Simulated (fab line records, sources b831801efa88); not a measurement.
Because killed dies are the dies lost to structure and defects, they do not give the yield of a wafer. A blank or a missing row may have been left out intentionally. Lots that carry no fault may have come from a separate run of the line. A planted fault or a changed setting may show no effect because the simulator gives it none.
The same fault as seen by 2 desks | flow gf180mcu | what lay behind the numbers comes last; until then each desk has only its own

## AT THE METROLOGY DESK
Lot by lot, what the gauges showed, no matter which tool ran the lot: averages of those sampled wafers that carry a number. Marked OUT: a lot whose mean sits more than 4 standard deviations from the usual mean, which makes it out of limits; the brackets give that distance.
Columns: A = cdNm at GF_SAB_CD_MEAS_09, usual 420.3 nm; B = SAB_OVL at GF_SAB_OVL_MEAS_10, usual 0.2 nm
lot  | first seen here | A     | B
L288 | day 16 19:29    | 421.7 | -1.5
L291 | day 18 06:16    | 418.9 | 0.8
L297 | day 20 11:43    | 418.9 | 2.0
L298 | day 21 00:17    | 420.9 | 1.7
L303 | day 22 04:23    | 419.0 | 1.5
L304 | day 22 18:58    | 417.4 | -1.2
Result from this desk: across the 6 lots, nothing is out of limits.

## DESK OF THE TOOL OWNER: pvdSputter-03
The tool's own readings at GF_SALICIDE_SPUTTER_02 (material Co, target thk 10 nm, time 20 s): means of the sampled wafers that have a number, for each lot that ran on this tool. Marked OUT: a lot whose mean sits more than 4 standard deviations from the usual mean, which makes it out of limits; the brackets give that distance.
Columns: A = throttleValvePct at GF_SALICIDE_SPUTTER_02, usual 30.3 %
lot  | first seen here | A
L291 | day 18 06:46    | 30.3
L297 | day 20 12:13    | 30.6
L298 | day 21 00:46    | 30.8
Result from this desk: across the 3 lots, nothing is out of limits.

## PUT TOGETHER
Metrology desk: nothing out of limits seen.
The tool owner's desk saw nothing out of limits.

## WHAT HAD BEEN PUT IN BY THE SIMULATOR
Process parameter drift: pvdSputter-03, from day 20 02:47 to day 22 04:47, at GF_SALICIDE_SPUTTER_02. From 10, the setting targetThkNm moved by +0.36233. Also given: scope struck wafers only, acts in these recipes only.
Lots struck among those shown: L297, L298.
